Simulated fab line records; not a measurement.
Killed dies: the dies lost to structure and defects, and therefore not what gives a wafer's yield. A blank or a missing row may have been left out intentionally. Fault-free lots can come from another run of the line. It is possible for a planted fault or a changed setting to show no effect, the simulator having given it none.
Problem report in the 8D (eight disciplines) form, filled by code	flow sky130	the parts of the form that need people (team, actions taken, sign-off) are left out

## 1. WHAT WENT WRONG
Wafers free of any fault read 68.57 ohm/sq (standard deviation 0.11) for SD_N_RS at SKY_SD_N_RS_MEAS_16, against a mean of 66.73 ohm/sq on 6 wafers of 2 lots. Relative to the usual mean, that is a shift of -17 standard deviations.
The step: measures by four-point-probe.
Seen first at day 31 19:00 on film-metro-02, wafer L807.3. Wafers with a number at this step in the record: 36, from 12 lots. Rule for "out" (also "out of limits"): further than 4 standard deviations from the usual mean. All remaining wafers that have a number are taken as sound.

## 2. WHAT THIS IS AND IS NOT
question	is	is not
which readings at this step	SD_N_RS	-
which lots	L807, L809	L795, L796, L797, L799, L800, L806, L814, L816, L817, L818
which wafers of those lots	all that have a number	-
read on which gauges	film-metro-02, film-metro-03	film-metro-04
when	from day 31 19:00	up to then (18 sound wafers); but 12 sound wafers of L814, L816, L817, L818 came after

## 3. WHAT RULES OUT EACH SUSPECT
Counting: a tool stays on the suspect list if, at a process step up to the reading, it processed all lots that are out and no sound lot following the first of them.
- the gauge at SKY_SD_N_RS_MEAS_16 has been ruled out. The wafers that are out were read on 2 gauges (film-metro-02, film-metro-03).
- rtp-anneal-02 at SKY_SD_N_RTA_14 (time 2 s): ruled out as a lasting fault. After its first lot that is out, L807 (day 31 18:48), sound lots L817 ran on it.
Left after counting: nothing in the record.

## 4. THE CAUSE (what the simulator had put in)
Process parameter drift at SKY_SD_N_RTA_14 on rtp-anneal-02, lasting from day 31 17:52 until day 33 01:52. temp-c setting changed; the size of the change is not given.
Counting ruled it out, wrongly: the rule takes a fault to strike every lot that its tool runs from its start on, and this one did not.

## 5. SEQUENCE OF EFFECTS, ordered by route
One row per reading whose mean, taken over the struck wafers that have a number, lies over 3 standard deviations from the usual. Scope: only readings with a usual standard deviation given in the record; hours: median across lots of the time from each lot's start at the first step in this table that gives one to its start at this step; sigmas: change in usual standard deviations.
hours	step	reading	usual	on struck wafers	change	sigmas
0	SKY_SD_N_RTA_14	wafer_temp_C_max	1078.0	1088.8	+10.8	+8.3
0	SKY_SD_N_RS_MEAS_16	SD_N_RS	68.57 ohm/sq	66.73	-1.84	-17
0	SKY_SD_N_RS_MEAS_17	SD_P_RS	147.1 ohm/sq	138.1	-9.0	-24
Its process steps:
- SKY_SD_N_RTA_14: time 2 s.
Later measuring or inspecting steps at which every struck wafer that the step has a row for has a number for every such reading, and none has moved that far: SKY_VIA2_THK_MEAS_01, SKY_VIA2_OVL_MEAS_13.

## 6. HOW IT WOULD HAVE BEEN CAUGHT EARLIER
In this record the first reading out of limits at a measuring or inspecting step was taken at day 31 19:00, 1 hour after the fault began at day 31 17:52.
The tool's own readings at SKY_SD_N_RTA_14 were out on every struck wafer that the step has a row for (wafer_temp_C_max): an alarm limit on them would have fired on the first of those.
